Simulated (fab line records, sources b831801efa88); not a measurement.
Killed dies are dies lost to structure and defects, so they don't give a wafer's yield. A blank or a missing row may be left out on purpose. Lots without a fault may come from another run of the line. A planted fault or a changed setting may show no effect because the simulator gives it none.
A struck lot beside a sound one | flow sky130 | 15 steps out of a route of 708
Sound: wafers L937.3, L937.5, L937.6. Struck: wafers L942.2, L942.5, L942.6. The cause comes at the end.
At each step with rows: each side's tool, then ch and its chambers, then its first start. Under that, the readings that differ: sound wafers | struck wafers | difference of the means | sigmas: that difference in standard deviations of wafers without a fault.
alike: readings whose means differ by less than 2 such deviations, and words and numbers that are the same on both sides. not compared: withheld readings, readings that some wafer has no value for, bounds like >300 that may hide the same value, and numbers for which the record gives no deviation and whose values overlap.
The two part at a step that has a row with sigmas, a row that says differs or no value, or rows on one side only. Numbers that don't overlap but have no deviation are shown without sigmas and don't part them. A reading that every wafer of one side lacks parts them only if that side has two wafers or more.

first, 3 steps without rows for these wafers: SKY_CONTACT_EXPOSE_11 (exposes mask CTM1, target cd 170 nm); SKY_CONTACT_PEB_12; SKY_CONTACT_DEVELOP_13 (develop time 60 s).
SKY_CONTACT_CD_MEAS_14: target cd 170 nm.
  sound on cd_sem-01, day 33 17:39; struck on cd_sem-01, day 35 05:46
  alike: cd_nm
SKY_CONTACT_OVL_MEAS_15:
  sound on overlay-01, day 33 17:44; struck on overlay-02, day 35 05:52
  alike: CONTACT_OVL
SKY_CONTACT_ETCH_16: etches BARC in N2/H2, stops on SiO2, time 45.9 s, target depth 60 nm.
  sound on rie_diel-04 ch 0,1,3, day 33 17:46; struck on rie_diel-03 ch 0,3, day 35 05:54
  alike: drypump_motor_current_A, n2_flow_sccm, oes_product_au, throttle_valve_pct
  not compared: rf_hours_counter_h
SKY_CONTACT_ETCH_17: etches SiO2 in C4F8/O2/Ar, stops on Si3N4, target depth 340 nm.
  sound on rie_diel-04 ch 0,1,3, day 33 17:49; struck on rie_diel-03 ch 0,3, day 35 05:56
  alike: oes_product_au
SKY_CONTACT_ETCH_18: etches Si3N4 in CHF3/O2, stops on TiN, time 39 s, target depth 75 nm.
  sound on rie_diel-04 ch 0,1,3; struck on rie_diel-03 ch 0,3
  alike: drypump_motor_current_A, oes_product_au, throttle_valve_pct
  not compared: rf_hours_counter_h
SKY_CONTACT_STRIP_19: strips in O2/N2.
  sound on plasma_asher-01 ch 0,1, day 33 17:56; struck on plasma_asher-01 ch 0,1, day 35 06:02
  alike: drypump_motor_current_A, n2_flow_sccm, oes_product_au, strip_time_to_endpoint_s
  not compared: rf_hours_counter_h
then, 3 steps without rows for these wafers: SKY_CONTACT_STRIP_20 (strips in post etch residue remover, time 1200 s); SKY_CONTACT_CLEAN_21 (cleans in IPA, time 180 s); SKY_CONTACT_CLEAN_22 (cleans in O3/DIW).
SKY_CONTACT_SPUTTER_23: material TiN, target thk 20 nm, time 80 s.
  sound on pvd_sputter-04, day 33 18:29; struck on pvd_sputter-03, day 35 06:38
  no value came back on the struck wafers for cathode_dc_power_W (W), chamber_pressure_pa (Pa), throttle_valve_pct (%); on the sound wafers cathode_dc_power_W (W) reads 3999.5 3998.9 4001.2
SKY_CONTACT_CVD_24: deposits W, target thk 340 nm, time 102.12 s.
  sound on cvd_w-02 ch 0,1, day 33 18:35; struck on cvd_w-01 ch 0,1, day 35 06:41
  alike: chamber_pressure_Torr, heater_power_w
-- the record jumps here: 13 days lie between the struck wafers' starts before and after (it left off in module CONTACT and takes up again in module PAD_OPEN, whose first step shown is number 708 of the route) --
SKY_PAD_OPEN_PROBE_99:
  sound on prober-02, day 47 10:59; struck on prober-01, day 48 15:39
  reading            | sound    | struck                                                               | difference                   | sigmas
  hold               | - - -    | await_dispo/2.4h/scrap await_dispo/2.4h/scrap await_dispo/2.4h/scrap | no value on the sound wafers |
  killed_at_contacts | 29 24 19 | 438 429 428                                                          | +408                         | +74
  killed_dies        | 90 71 87 | 492 492 492                                                          | +409                         | +44
  killed_on_rim      | 19 13 17 | 96 96 96                                                             | +80                          | +20
  alike: killed_at_M0_to_M3, killed_at_M4_up, killed_at_front_end, killed_at_other, killed_open, killed_short

WHERE THEY PART
First at SKY_CONTACT_SPUTTER_23; last, within this record, at SKY_PAD_OPEN_PROBE_99.

WHY: what the simulator had put in
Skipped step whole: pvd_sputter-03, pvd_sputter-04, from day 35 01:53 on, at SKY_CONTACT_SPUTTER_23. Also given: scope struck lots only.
